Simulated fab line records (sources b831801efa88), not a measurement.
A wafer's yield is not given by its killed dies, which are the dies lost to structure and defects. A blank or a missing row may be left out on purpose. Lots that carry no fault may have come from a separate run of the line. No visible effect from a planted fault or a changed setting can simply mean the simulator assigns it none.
Which tool is to blame?	flow sky130	12 lots, 36 wafers sampled, at 3 steps of a route of 708

WHAT THE GAUGES SHOWED, per wafer
SKY_VIA4_RS_MEAS_19: a four-point-probe measurement. Usual: for VIA4_W_RS the level is 0.2270 ohm/sq and the standard deviation is 0.0018.
lot	measured	on	VIA4_W_RS (ohm/sq)	flag
L250	day 44 10:43	film metro-02	0.2287 0.2281 0.2292	
L251	day 44 13:19	film metro-03	0.2273 0.2273 0.2267	
L253	day 45 01:44	film metro-03	0.2268 0.2293 0.2287	
L254	day 45 04:44	film metro-02	0.2286 0.2272 0.2308	
L255	day 45 06:56	film metro-02	0.2292 0.2241 0.2270	
L257	day 45 19:31	film metro-04	0.3631 0.2298 0.2265 0.3628 0.2297 0.2271	OFF
L258	day 46 03:48	film metro-04	0.3591 0.3571 0.2248 0.3588 0.3576 0.2247	OFF
L269	day 48 18:54	film metro-04	0.2239 0.2241 0.2243	
L268	day 48 19:01	film metro-03	0.2280 0.2280 0.2285	
L270	day 49 03:20	film metro-03	0.2287 0.2266 0.2267	
L271	day 49 05:07	film metro-03	0.2283 0.2277 0.2274	
L272	day 49 14:29	film metro-03	0.2304 0.2288 0.2292	

SKY_VIA4_THK_MEAS_20: measures by xrf. Usual: for VIA4_W_THK the level is 529 nm and the standard deviation is 6.2.
lot	measured	on	VIA4_W_THK (nm)	flag
L250	day 44 10:50	film metro-02	520 522 517	
L251	day 44 13:26	film metro-03	528 526 523	
L253	day 45 01:52	film metro-03	527 523 525	
L254	day 45 04:51	film metro-02	523 524 515	
L255	day 45 07:04	film metro-02	524 534 527	
L257	day 46 01:25	film metro-04	331 527 534 330 527 536	OFF
L258	day 46 07:55	film metro-04	334 337 538 334 337 540	OFF
L269	day 48 19:01	film metro-04	541 538 538	
L268	day 48 19:07	film metro-03	524 531 523	
L270	day 49 03:26	film metro-03	529 535 534	
L271	day 49 05:13	film metro-03	528 530 531	
L272	day 49 14:37	film metro-03	523 529 528	

WHAT TOOL EACH LOT RAN ON (gives the tool, then ch and the chambers of the sampled wafers, and finally the start)
lot	SKY_VIA4_CVD_18
L250	cvd w-02 ch 0,1, day 44 10:34
L251	cvd w-01 ch 0,1, day 44 13:10
L253	cvd w-01 ch 1, day 45 01:35
L254	cvd w-02 ch 0,1, day 45 04:35
L255	cvd w-02 ch 0,1, day 45 06:47
L257	cvd w-02 ch 0,1, day 45 19:22
L258	cvd w-02 ch 0,1, day 46 03:39
L269	cvd w-02 ch 0,1, day 48 18:44
L268	cvd w-01 ch 0,1, day 48 18:50
L270	cvd w-01 ch 1, day 49 03:04
L271	cvd w-01 ch 1, day 49 04:55
L272	cvd w-01 ch 0, day 49 14:20
- SKY_VIA4_CVD_18: deposits W, target thk 505 nm, time 152.14 s.

AS READ BY THE TOOLS THEMSELVES (means over the sampled wafers that have a number; for cases with no such wafer, the mark the record gives instead)
SKY_VIA4_CVD_18. Usual: 861 W for heater power w, sd 66.
lot	tool	heater power w (W)	flag
L250	cvd w-02	826	
L251	cvd w-01	869	
L253	cvd w-01	892	
L254	cvd w-02	816	
L255	cvd w-02	884	
L257	cvd w-02	821	
L258	cvd w-02	822	
L269	cvd w-02	827	
L268	cvd w-01	854	
L270	cvd w-01	892	
L271	cvd w-01	900	
L272	cvd w-01	828	

THE ANSWER, worked out from the rows above alone
Rule: a lot counts as off when the mean over its wafers that have a number is more than 3 standard deviations away from the usual mean. A lot without any number at a reading at which 4 lots or more have one is off too. Where the step has rows for the other lots, those lots are counted as sound. First the gauges in route order, then the tools' own readings, where a lot's mean is used as printed above. The first step at which some lot is off is used, and at that step the reading that is off furthest; a lot without a number counts as furthest.
Off: L257, L258, seen at SKY_VIA4_RS_MEAS_19 (VIA4_W_RS).
A tool fits if, at a process step before that reading, it ran every lot that is off, and no sound lot after the first of them. The gauges at SKY_VIA4_RS_MEAS_19 are tried like those tools. Of those tried, none fits.

WHAT WAS PUT IN BY THE SIMULATOR
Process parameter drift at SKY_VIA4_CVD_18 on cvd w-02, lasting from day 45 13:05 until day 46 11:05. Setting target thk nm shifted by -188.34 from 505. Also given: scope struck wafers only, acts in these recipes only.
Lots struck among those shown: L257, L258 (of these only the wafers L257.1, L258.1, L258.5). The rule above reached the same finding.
